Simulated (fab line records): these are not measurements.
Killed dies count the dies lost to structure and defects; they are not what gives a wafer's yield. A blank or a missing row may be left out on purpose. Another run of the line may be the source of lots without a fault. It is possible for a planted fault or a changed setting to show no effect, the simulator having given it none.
fab line records ; flow gf180mcu
record lots=13; wafers=39; last_day=34
route steps=602 shown PSD@256 SALICIDE@286 M1@315
lots that met no fault: taken from a fault-free run of the same line
start_h: hours from the record's first day to the start of the lot's first wafer shown ; wait_h: hours since the lot's step before ; " same as the row above ; L1.1+2: one row covering several wafers at once ; - no value, or no start given ; * or withheld: withheld ; < > ~ a bound
route shown NAME@n: a module of which the file shows steps, and the number in the route of the first ; usual: mean/standard deviation taken from wafers without a fault ; same: alike in all rows ; chamber/n: place in a boat ; sites: readings site by site ; _std_site: their standard deviation ; _edge_site: mean of outer sites minus mean of inner sites ; radius_mm: for every site, how far away it sits from the centre of the wafer ; mask NAME#n: copy n ; behind: tool/chamber where the wafer was last shaped ; hold: what put the lot on hold/how long, in hours/how the hold closed ; device: transistor that didn't switch, given as n, p or np ; end of line: at the end of the route, the tests of the same wafers ; a step with no rows: only its recipe ; killed: the dies lost at the first sort to structure and to defects; this is not the yield of the wafer ; map: a wafer's dies, marking killed ones x, the rest . and places with no die _
set.NAME: setting as actually run; set.NAME@STEP: the setting as run at that earlier step ; model.NAME: the simulator's own value behind a step, which no gauge read
one table for each step of the route and one row for each wafer, over a sample of lots
services: from which hour (start_h, from the record's first day; less than 0 if before it) a tool's chamber was out of use, for how many hours, and why
## steps
# step GF_PSD_OVL_MEAS_08
# usual PSD_OVL=0.5/1.3
lot.wafer;tool;chamber;start_h;wait_h;PSD_OVL[nm]
L465.1;overlay-02;-;310.99;0.1;2.8
L465.3;overlay-02;-;310.99;0.1;1.8
L465.6;overlay-02;-;310.99;0.1;0.7
L466.2;overlay-02;-;315.46;0.1;2.9
L466.4;overlay-02;-;315.46;0.1;-1.9
L466.6;overlay-02;-;315.46;0.1;0.7
L468.1;overlay-01;-;338.30;0.1;-0.7
L468.2;overlay-01;-;338.30;0.1;-0.2
L468.3;overlay-01;-;338.30;0.1;1.2
L469.2;overlay-02;-;345.65;0.1;2.0
L469.5;overlay-02;-;345.65;0.1;-2.5
L469.6;overlay-02;-;345.65;0.1;-0.8
L471.1;overlay-01;-;372.45;0.1;1.2
L471.5;overlay-01;-;372.45;0.1;2.3
L471.6;overlay-01;-;372.45;0.1;-0.9
L473.1;overlay-02;-;394.50;0.1;-0.6
L473.3;overlay-02;-;394.50;0.1;0.1
L473.5;overlay-02;-;394.50;0.1;0.2
L475.3;overlay-01;-;415.86;0.1;0.5
L475.5;overlay-01;-;415.86;0.1;-0.1
L475.6;overlay-01;-;415.86;0.1;-1.2
L476.1;overlay-01;-;426.64;0.1;1.3
L476.3;overlay-01;-;426.64;0.1;1.2
L476.6;overlay-01;-;426.64;0.1;-0.1
L479.1;overlay-02;-;449.79;0.1;1.9
L479.3;overlay-02;-;449.79;0.1;1.4
L479.4;overlay-02;-;449.79;0.1;1.2
L480.2;overlay-02;-;459.49;0.1;0.0
L480.4;overlay-02;-;459.49;0.1;-0.8
L480.6;overlay-02;-;459.49;0.1;-0.9
L482.2;overlay-01;-;466.41;0.1;2.0
L482.4;overlay-01;-;466.41;0.1;1.2
L482.5;overlay-01;-;466.41;0.1;0.4
L487.3;overlay-02;-;499.71;0.1;1.2
L487.4;overlay-02;-;499.71;0.1;2.5
L487.5;overlay-02;-;499.71;0.1;3.2
L488.2;overlay-02;-;508.69;0.1;-1.8
L488.4;overlay-02;-;508.69;0.1;0.9
L488.5;overlay-02;-;508.69;0.1;-1.2
# step GF_PSD_IMPLANT_09
# recipe species=BF2; energy_kev=40; dose_cm2=1.5e+15; tilt_deg=7
# usual end_station_pressure_torr=1.17e-05/5.2e-07
lot.wafer;tool;chamber;start_h;wait_h;end_station_pressure_torr
L465.1;implanter-01;0;311.03;0.0;1.1e-05
L465.3;implanter-01;0;311.03;0.0;1.22e-05
L465.6;implanter-01;0;311.03;0.0;1.14e-05
L466.2;implanter-02;0;315.51;0.0;1.23e-05
L466.4;implanter-02;0;315.51;0.0;1.21e-05
L466.6;implanter-02;0;315.51;0.0;1.1e-05
L468.1;implanter-04;0;338.34;0.0;1.24e-05
L468.2;implanter-04;0;338.34;0.0;1.11e-05
L468.3;implanter-04;0;338.34;0.0;1.08e-05
L469.2;implanter-04;0;345.71;0.0;1.17e-05
L469.5;implanter-04;0;345.71;0.0;1.2e-05
L469.6;implanter-04;0;345.71;0.0;1.16e-05
L471.1;implanter-04;0;372.48;0.0;1.07e-05
L471.5;implanter-04;0;372.48;0.0;1.21e-05
L471.6;implanter-04;0;372.48;0.0;1.14e-05
L473.1;implanter-04;0;394.54;0.0;1.19e-05
L473.3;implanter-04;0;394.54;0.0;1.27e-05
L473.5;implanter-04;0;394.54;0.0;1.17e-05
L475.3;implanter-02;0;415.93;0.1;1.08e-05
L475.5;implanter-02;0;415.93;0.1;1.08e-05
L475.6;implanter-02;0;415.93;0.1;1.08e-05
L476.1;implanter-04;0;426.67;0.0;1.2e-05
L476.3;implanter-04;0;426.67;0.0;1.16e-05
L476.6;implanter-04;0;426.67;0.0;1.11e-05
L479.1;implanter-02;0;449.82;0.0;1.1e-05
L479.3;implanter-02;0;449.82;0.0;1.23e-05
L479.4;implanter-02;0;449.82;0.0;1.16e-05
L480.2;implanter-04;0;459.55;0.0;1.19e-05
L480.4;implanter-04;0;459.55;0.0;1.2e-05
L480.6;implanter-04;0;459.55;0.0;1.18e-05
L482.2;implanter-01;0;466.46;0.0;1.21e-05
L482.4;implanter-01;0;466.46;0.0;1.19e-05
L482.5;implanter-01;0;466.46;0.0;1.15e-05
L487.3;implanter-02;0;499.78;0.1;1.12e-05
L487.4;implanter-02;0;499.78;0.1;1.23e-05
L487.5;implanter-02;0;499.78;0.1;1.11e-05
L488.2;implanter-02;0;508.75;0.0;1.15e-05
L488.4;implanter-02;0;508.75;0.0;1.19e-05
L488.5;implanter-02;0;508.75;0.0;1.17e-05
# step GF_PSD_STRIP_10
# recipe chemistry=O2/N2; power_w=1400; pressure_mtorr=1500; platen_temp_c=250; o2_flow_sccm=3000; n2_flow_sccm=300; overash_fraction=0.5
# usual drypump_motor_current_A=5.49/0.21; heater_power_w=319/33; oes_product_au=0.591/0.0045; strip_time_to_endpoint_s=16.52/0.039
lot.wafer;tool;chamber;start_h;wait_h;drypump_motor_current_A;heater_power_w;oes_product_au;rf_hours_counter_h;strip_time_to_endpoint_s
L465.1;plasma_asher-01;0;311.18;0.1;5.30;374;0.596;49;16.63
L465.3;plasma_asher-01;0;311.18;0.1;5.29;364;0.592;-;16.56
L465.6;plasma_asher-01;1;311.18;0.1;5.84;291;0.590;-;16.58
L466.2;plasma_asher-01;1;315.64;0.1;5.83;281;0.585;49;16.59
L466.4;plasma_asher-01;0;315.64;0.1;5.28;365;0.590;-;16.56
L466.6;plasma_asher-01;1;315.64;0.1;5.83;285;0.588;-;16.56
L468.1;plasma_asher-02;0;338.49;0.1;5.41;349;0.590;69;16.47
L468.2;plasma_asher-02;1;338.49;0.1;5.34;315;0.591;69;16.54
L468.3;plasma_asher-02;1;338.49;0.1;5.35;312;0.588;-;16.49
L469.2;plasma_asher-02;0;345.83;0.1;5.42;351;0.597;70;16.60
L469.5;plasma_asher-02;0;345.83;0.1;5.46;351;0.591;-;16.57
L469.6;plasma_asher-02;1;345.83;0.1;5.33;309;0.587;-;16.58
L471.1;plasma_asher-02;1;372.63;0.1;5.36;318;0.599;73;16.54
L471.5;plasma_asher-02;1;372.63;0.1;5.37;317;0.588;-;16.52
L471.6;plasma_asher-02;0;372.63;0.1;5.42;348;0.587;-;16.50
L473.1;plasma_asher-01;0;394.69;0.1;5.26;367;0.591;58;16.55
L473.3;plasma_asher-01;0;394.69;0.1;5.28;357;0.583;-;16.53
L473.5;plasma_asher-01;1;394.69;0.1;5.85;286;0.589;-;16.53
L475.3;plasma_asher-01;1;416.07;0.1;5.84;286;0.583;-;16.55
L475.5;plasma_asher-01;0;416.07;0.1;5.26;358;0.594;-;16.56
L475.6;plasma_asher-01;1;416.07;0.1;5.86;285;0.602;-;16.55
L476.1;plasma_asher-01;1;426.82;0.1;5.84;281;0.597;61;16.50
L476.3;plasma_asher-01;1;426.82;0.1;5.85;282;0.592;-;16.51
L476.6;plasma_asher-01;1;426.82;0.1;5.86;280;0.596;-;16.49
L479.1;plasma_asher-04;0;449.97;0.1;5.62;274;0.591;32;16.58
L479.3;plasma_asher-04;0;449.97;0.1;5.62;281;0.592;-;16.52
L479.4;plasma_asher-04;1;449.97;0.1;5.41;303;0.588;-;16.58
L480.2;plasma_asher-04;0;459.67;0.1;5.61;276;0.585;33;16.50
L480.4;plasma_asher-04;1;459.67;0.1;5.43;298;0.581;-;16.54
L480.6;plasma_asher-04;1;459.67;0.1;5.43;309;0.587;-;16.45
L482.2;plasma_asher-04;0;466.59;0.1;5.61;278;0.590;34;16.49
L482.4;plasma_asher-04;0;466.59;0.1;5.64;277;0.590;-;16.51
L482.5;plasma_asher-04;0;466.59;0.1;5.65;272;0.595;-;16.51
L487.3;plasma_asher-01;0;499.92;0.1;5.29;366;0.588;-;16.39
L487.4;plasma_asher-01;1;499.92;0.1;5.81;289;0.586;-;16.34
L487.5;plasma_asher-01;1;499.92;0.1;5.85;292;0.599;-;16.38
L488.2;plasma_asher-02;0;508.87;0.1;5.46;331;0.593;8;16.42
L488.4;plasma_asher-02;1;508.87;0.1;5.34;319;0.597;-;16.37
L488.5;plasma_asher-02;1;508.87;0.1;5.35;314;0.582;-;16.41
# step GF_SALICIDE_RTA_08
# recipe temp_c=800; time_s=30; ambient=N2
# usual lamp_power_pct=19.6/1; wafer_temp_C_max=805.5/1
lot.wafer;tool;chamber;start_h;wait_h;lamp_power_pct;wafer_temp_C_max
L465.1;rtp_anneal-02;0;332.91;0.0;20.6;805.2
L465.3;rtp_anneal-02;0;332.91;0.0;20.6;805.8
L465.6;rtp_anneal-02;0;332.91;0.0;20.6;805.7
L466.2;rtp_anneal-02;0;336.75;0.0;20.6;805.9
L466.4;rtp_anneal-02;0;336.75;0.0;20.6;806.3
L466.6;rtp_anneal-02;0;336.75;0.0;20.6;804.6
L468.1;rtp_anneal-01;0;361.71;0.0;18.5;805.1
L468.2;rtp_anneal-01;0;361.71;0.0;18.5;804.6
L468.3;rtp_anneal-01;0;361.71;0.0;18.5;805.8
L469.2;rtp_anneal-01;0;368.57;0.0;18.5;804.9
L469.5;rtp_anneal-01;0;368.57;0.0;18.5;803.7
L469.6;rtp_anneal-01;0;368.57;0.0;18.5;804.2
L471.1;rtp_anneal-01;0;396.09;0.0;18.5;806.2
L471.5;rtp_anneal-01;0;396.09;0.0;18.5;805.4
L471.6;rtp_anneal-01;0;396.09;0.0;18.5;804.8
L473.1;rtp_anneal-01;0;419.40;0.0;18.5;805.6
L473.3;rtp_anneal-01;0;419.40;0.0;18.5;805.3
L473.5;rtp_anneal-01;0;419.40;0.0;18.5;805.7
L475.3;rtp_anneal-02;0;441.28;0.0;20.6;805.7
L475.5;rtp_anneal-02;0;441.28;0.0;20.6;805.2
L475.6;rtp_anneal-02;0;441.28;0.0;20.6;805.8
L476.1;rtp_anneal-02;0;452.26;0.0;20.6;806.1
L476.3;rtp_anneal-02;0;452.26;0.0;20.6;805.9
L476.6;rtp_anneal-02;0;452.26;0.0;20.6;806.6
L479.1;rtp_anneal-02;0;474.42;0.0;20.6;807.3
L479.3;rtp_anneal-02;0;474.42;0.0;20.6;805.8
L479.4;rtp_anneal-02;0;474.42;0.0;20.6;807.0
L480.2;rtp_anneal-01;0;484.57;0.0;18.5;804.2
L480.4;rtp_anneal-01;0;484.57;0.0;18.5;803.8
L480.6;rtp_anneal-01;0;484.57;0.0;18.5;805.0
L482.2;rtp_anneal-01;0;491.27;0.0;18.5;804.4
L482.4;rtp_anneal-01;0;491.27;0.0;18.5;805.5
L482.5;rtp_anneal-01;0;491.27;0.0;18.5;804.7
L487.3;rtp_anneal-01;0;523.94;0.0;18.5;804.8
L487.4;rtp_anneal-01;0;523.94;0.0;18.5;805.2
L487.5;rtp_anneal-01;0;523.94;0.0;18.5;805.4
L488.2;rtp_anneal-02;0;532.77;0.0;20.6;806.7
L488.4;rtp_anneal-02;0;532.77;0.0;20.6;805.4
L488.5;rtp_anneal-02;0;532.77;0.0;20.6;808.8
# step GF_M1_SPUTTER_00
# recipe material=Ti; target_thk_nm=37.5; arriving_ion_energy_ev=80; substrate_temp_c=200; chamber_pressure_pa=2; power_w=4000; time_s=150
# usual throttle_valve_pct=29.7/1.1
lot.wafer;tool;chamber;start_h;wait_h;throttle_valve_pct
L465.1;pvd_sputter-01;-;356.78;0.1;28.9
L465.3;pvd_sputter-01;-;356.78;0.1;30.9
L465.6;pvd_sputter-01;-;356.78;0.1;30.9
L466.2;pvd_sputter-04;-;359.88;0.2;30.6
L466.4;pvd_sputter-04;-;359.88;0.2;29.4
L466.6;pvd_sputter-04;-;359.88;0.2;29.5
L468.1;pvd_sputter-03;-;386.07;0.2;31.8
L468.2;pvd_sputter-03;-;386.07;0.2;30.1
L468.3;pvd_sputter-03;-;386.07;0.2;29.4
L469.2;pvd_sputter-04;-;393.63;0.2;29.5
L469.5;pvd_sputter-04;-;393.63;0.2;29.2
L469.6;pvd_sputter-04;-;393.63;0.2;30.0
L471.1;pvd_sputter-01;-;421.37;0.2;29.7
L471.5;pvd_sputter-01;-;421.37;0.2;30.9
L471.6;pvd_sputter-01;-;421.37;0.2;29.0
L473.1;pvd_sputter-01;-;445.98;0.1;30.7
L473.3;pvd_sputter-01;-;445.98;0.1;28.8
L473.5;pvd_sputter-01;-;445.98;0.1;31.0
L475.3;pvd_sputter-01;-;467.79;0.1;29.1
L475.5;pvd_sputter-01;-;467.79;0.1;29.0
L475.6;pvd_sputter-01;-;467.79;0.1;29.7
L476.1;pvd_sputter-01;-;478.71;0.1;29.1
L476.3;pvd_sputter-01;-;478.71;0.1;30.9
L476.6;pvd_sputter-01;-;478.71;0.1;31.0
L479.1;pvd_sputter-04;-;500.46;0.2;30.7
L479.3;pvd_sputter-04;-;500.46;0.2;30.0
L479.4;pvd_sputter-04;-;500.46;0.2;30.8
L480.2;pvd_sputter-04;-;510.16;0.2;30.6
L480.4;pvd_sputter-04;-;510.16;0.2;30.4
L480.6;pvd_sputter-04;-;510.16;0.2;30.7
L482.2;pvd_sputter-01;-;517.13;0.1;30.9
L482.4;pvd_sputter-01;-;517.13;0.1;29.0
L482.5;pvd_sputter-01;-;517.13;0.1;30.9
L487.3;pvd_sputter-04;-;548.48;0.1;29.6
L487.4;pvd_sputter-04;-;548.48;0.1;29.9
L487.5;pvd_sputter-04;-;548.48;0.1;29.5
L488.2;pvd_sputter-01;-;557.23;0.2;29.2
L488.4;pvd_sputter-01;-;557.23;0.2;30.8
L488.5;pvd_sputter-01;-;557.23;0.2;28.9
## services
tool;chamber;start_h;hours;kind
plasma_asher-01;-;290.64;1.4;repair
implanter-02;-;292.07;6.0;pm
plasma_asher-02;-;298.04;2.8;pm
plasma_asher-02;-;320.74;15.6;pm
plasma_asher-01;-;334.78;21.4;pm
implanter-01;-;347.11;1.7;repair
pvd_sputter-01;-;364.81;24.3;repair
implanter-01;-;366.08;5.0;repair
implanter-01;-;367.43;1.8;repair
implanter-02;-;370.83;4.5;pm
implanter-01;-;371.11;2.5;pm
plasma_asher-04;-;371.63;37.9;repair
rtp_anneal-02;-;390.42;5.0;pm
plasma_asher-02;-;421.25;9.0;pm
rtp_anneal-01;-;422.55;7.1;pm
pvd_sputter-04;-;425.58;45.5;repair
implanter-04;-;430.82;3.7;repair
implanter-02;-;436.93;0.9;repair
implanter-02;-;442.24;5.0;repair
plasma_asher-04;-;470.42;0.8;repair
implanter-01;-;479.45;2.9;repair
plasma_asher-04;-;516.12;14.6;pm
implanter-02;-;548.46;1.3;repair
pvd_sputter-04;-;551.40;26.9;repair
## key
first_sign step=GF_PSD_STRIP_10; reading=strip_time_to_endpoint_s; direction=down; sigmas=3.6; usual=*; struck=*
effect none on later readings
met_at GF_PSD_IMPLANT_09
struck_lots L487,L488
tester_left_out L487,L488
not_acting_at GF_PSD_OVL_MEAS_08,GF_SALICIDE_RTA_08,GF_M1_SPUTTER_00
onset_between 449.82 499.78
also_fits time
fault kind=process_parameter_drift; tool=implanter-02; chamber=-; onset_h=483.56; steps=GF_PSD_IMPLANT_09; channel=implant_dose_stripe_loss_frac; offset=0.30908; shape=step; end_h=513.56
# tester_left_out: of these lots the tester's yield and bins aren't shown, on N5 and GAA mostly nor the transistor test; their killed dies are dies lost to structure and defects alone, not to doping, threshold or leakage, so they don't give the yield
